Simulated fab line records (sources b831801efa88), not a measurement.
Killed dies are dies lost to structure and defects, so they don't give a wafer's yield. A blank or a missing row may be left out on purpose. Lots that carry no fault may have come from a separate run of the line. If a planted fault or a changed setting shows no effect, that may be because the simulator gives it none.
Code-filled problem report in 8D (eight disciplines) form ; flow sfq_line ; the parts of the form that need people (team, actions taken, sign-off) are left out

== 1. THE ISSUE ==
Mean of rf_fwd_power_W at SFQ_TRILAYER_I0_DEP_PECVD_027: 153.2 W across 9 wafers in 3 lots; on wafers with no fault it is 182.4 W (standard deviation 0.62). Measured from the usual mean, that is -47 standard deviations.
The step: deposits SiO2 from SiH4/N2O, time 111.11 s, target thk 500 nm.
The first sign was on wafer L145.3 at day 10 09:44, on pecvd-03. The record has a number at this step for 21 wafers belonging to 7 lots. By rule, "out" or "out of limits" means more than 4 standard deviations away from the usual mean. The rest of the wafers with a number are treated as sound.

== 2. WHAT THIS IS AND IS NOT ==
question;is;is not
which readings at this step;rf_fwd_power_W;heater_power_w, throttle_valve_pct
which lots;L145, L146, L147;L135, L143, L149, L151
which wafers of those lots;all that have a number;-
read on which tools;pecvd-03;pecvd-01, pecvd-04
when;from day 10 09:44;"up to then (6 sound wafers); but 6 sound wafers of L149, L151 came after"

== 3. WHAT RULES OUT EACH SUSPECT ==
Counting: any tool at a process step up to the reading is kept as a suspect provided that every lot that is out went through it and no sound lot did after the first of them.
- pecvd-03 at SFQ_TRILAYER_I0_DEP_PECVD_027 (deposits SiO2 from SiH4/N2O, time 111.11 s, target thk 500 nm): kept. Every lot that is out went through it, starting with L145 (day 10 09:44), and after that it ran no sound lot; the last sound lot it ran before then is L135 (day 7 21:44). Out on those wafers are its own readings of rf_fwd_power_W.
Remaining after the count: pecvd-03 at SFQ_TRILAYER_I0_DEP_PECVD_027.

== 4. THE CAUSE (what the simulator had put in) ==
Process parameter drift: pecvd-03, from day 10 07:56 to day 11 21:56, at SFQ_TRILAYER_I0_DEP_PECVD_027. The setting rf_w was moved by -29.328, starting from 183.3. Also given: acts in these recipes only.
The count eliminated every tool but this one.

== 5. THE EFFECT CHAIN, in route order ==
Each row: a reading where the mean over the struck wafers with a number is more than 3 standard deviations away from the usual. Scope: only readings with a usual standard deviation given in the record; hours: median across lots of the time from each lot's start at the first step in this table that gives one to its start at this step; sigmas: change in usual standard deviations.
hours;step;reading;usual;on struck wafers;change;sigmas
0;SFQ_TRILAYER_I0_DEP_PECVD_027;rf_fwd_power_W;182.4 W;153.2;-29.2;-47
The process steps in it:
- SFQ_TRILAYER_I0_DEP_PECVD_027: deposits SiO2 from SiH4/N2O, time 111.11 s, target thk 500 nm.

== 6. WHAT WOULD HAVE CAUGHT IT SOONER ==
In this record the first reading out of limits was taken at day 10 09:44, 2 hours after the fault began at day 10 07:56.
